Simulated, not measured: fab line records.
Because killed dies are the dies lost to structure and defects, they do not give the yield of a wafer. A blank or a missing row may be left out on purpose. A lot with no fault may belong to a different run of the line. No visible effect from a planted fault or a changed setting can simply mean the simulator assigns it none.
Comparing a struck lot with a sound one | flow gf180mcu | 14 out of 602 route steps
Sound: the wafers L593.2, L593.4, L593.5. Wafers L598.2, L598.5, L598.6 were the ones struck. The cause is named last.
At each step with rows: each side's tool, then ch and its chambers, then its first start. Under that, the readings that differ: sound wafers | struck wafers | difference of the means | sigmas: that difference in standard deviations of wafers without a fault.
alike: a reading whose means differ by less than 2 such deviations, as well as words and numbers matching on both sides. not compared: withheld readings; readings where some wafer has no value; bounds like >300 that might hide an equal value; numbers whose values overlap and for which the record gives no deviation.
Wherever a step has rows on one side only, a row that says differs or no value, or a row with sigmas, the two part there. Numbers that have no deviation but don't overlap get no sigmas and don't part them. A reading missing from all wafers of one side parts the sides only when that side holds two or more wafers.

first, 1 step without rows for these wafers: GF_PSD_CLEAN_12 (cleans in SC1/SC2, time 150 s).
GF_PSD_RTA_13: time 20 s.
  sound on rtpAnneal-02 ch 0, day 14 21:51; struck on rtpAnneal-02 ch 0, day 16 23:35
  alike: lampPowerPct, wafer_temp_C_max
GF_PSD_RS_MEAS_14: measures by four-point-probe.
  struck on filmMetro-03, day 16 23:40; sound on filmMetro-02, day 14 21:56
  alike: NSD_RS
GF_PSD_RS_MEAS_15: measures by four-point-probe.
  struck on filmMetro-03, day 16 23:47; sound on filmMetro-02, day 14 22:04
  alike: PSD_RS
GF_SAB_CVD_00: deposits SiO2 from TEOS, target thk 50 nm, time 4.9302 s.
  sound on pecvd-04 ch 0,1, day 14 22:10; struck on pecvd-04 ch 0,1, day 16 23:53
  alike: heaterPowerW
GF_SAB_THK_MEAS_01:
  struck on filmMetro-04, day 16 23:55; sound on filmMetro-04, day 14 22:11
  alike: SAB_CVD_00_THK
then, 6 steps without rows for these wafers: GF_SAB_DEHYDRATE_02 (time 60 s); GF_SAB_HMDS_03 (prime time 60 s); GF_SAB_COAT_04 (resist thk 1000 nm); GF_SAB_SOFTBAKE_05 (time 60 s); GF_SAB_EXPOSE_06 (exposes mask SAB, target cd 420 nm); GF_SAB_PEB_07.
GF_SAB_DEVELOP_08: develop time 60 s.
  sound on lithoTrack-04 ch 0, day 15 19:58; struck on lithoTrack-01, day 17 21:41
  no value came back on the struck wafers for chillPlateTempC (C), developTimeS (s); on the sound wafers chillPlateTempC (C) reads 23.06 23.08 23.11
GF_SAB_CD_MEAS_09: the cd target is 420 nm.
  struck on cdSem-02, day 17 21:49; sound on cdSem-01, day 15 20:07
reading   | sound             | struck | difference                    | sigmas
cdNm (nm) | 416.3 420.4 420.8 | - - -  | no value on the struck wafers | 

== WHERE THEY PART ==
At GF_SAB_DEVELOP_08 first; at GF_SAB_CD_MEAS_09 last (within this record only).

WHY: the cause the simulator had injected
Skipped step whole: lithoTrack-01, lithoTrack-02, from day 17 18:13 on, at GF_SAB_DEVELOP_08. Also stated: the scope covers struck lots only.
